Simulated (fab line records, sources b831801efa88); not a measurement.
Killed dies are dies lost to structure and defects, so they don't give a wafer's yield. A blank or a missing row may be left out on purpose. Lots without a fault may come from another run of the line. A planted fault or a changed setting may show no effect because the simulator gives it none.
Chamber matching | flow sky130 | SKY_CONTACT_CMP_27 on cmp-02: 4 sister chambers
The step polishes, stops on SiO2, t overpolish 15 s, target thk 0 nm. 4 wafers are shown with their chamber, then 7 later ones without.

WAFERS WITH THEIR CHAMBER
wafer  | chamber | motor_current_A (A)
L665.4 | 0       | 10.3
L672.1 | 1       | 11.5
L677.1 | 2       | 12.4
L677.3 | 3       | 8.8

WAFERS WITHOUT THEIR CHAMBER
wafer  | motor_current_A (A)
L677.4 | 10.3
L682.2 | 10.2
L682.3 | 12.7
L682.4 | 8.5
L683.2 | 10.3
L683.4 | 11.9
L683.6 | 8.5

WHICH CHAMBER EACH WENT THROUGH
wafer  | from the rows above     | in truth
L677.4 | 0                       | 0
L682.2 | 0                       | 0
L682.3 | 2                       | 2
L682.4 | 3                       | 3
L683.2 | 0                       | 0
L683.4 | can't be placed: 1 or 2 | 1
L683.6 | 3                       | 3
Placed correctly: 6 of 7. Can't be placed from these rows: 1 (the true chamber is among the candidates in 1). Placed wrongly: 0.
How it was worked out, from the rows above alone: a wafer's distance from a chamber is the root of the sum, over the readings, of the square of ((its reading less the chamber's mean) divided by the reading's scatter). The wafer belongs to the nearest chamber; if the next one is less than 2 further off, it can't be placed. A chamber's mean is the mean of its shown wafers. The scatter: with one shown wafer a chamber, the root of the mean of the squares of how far each hidden wafer lies from its nearest shown one.
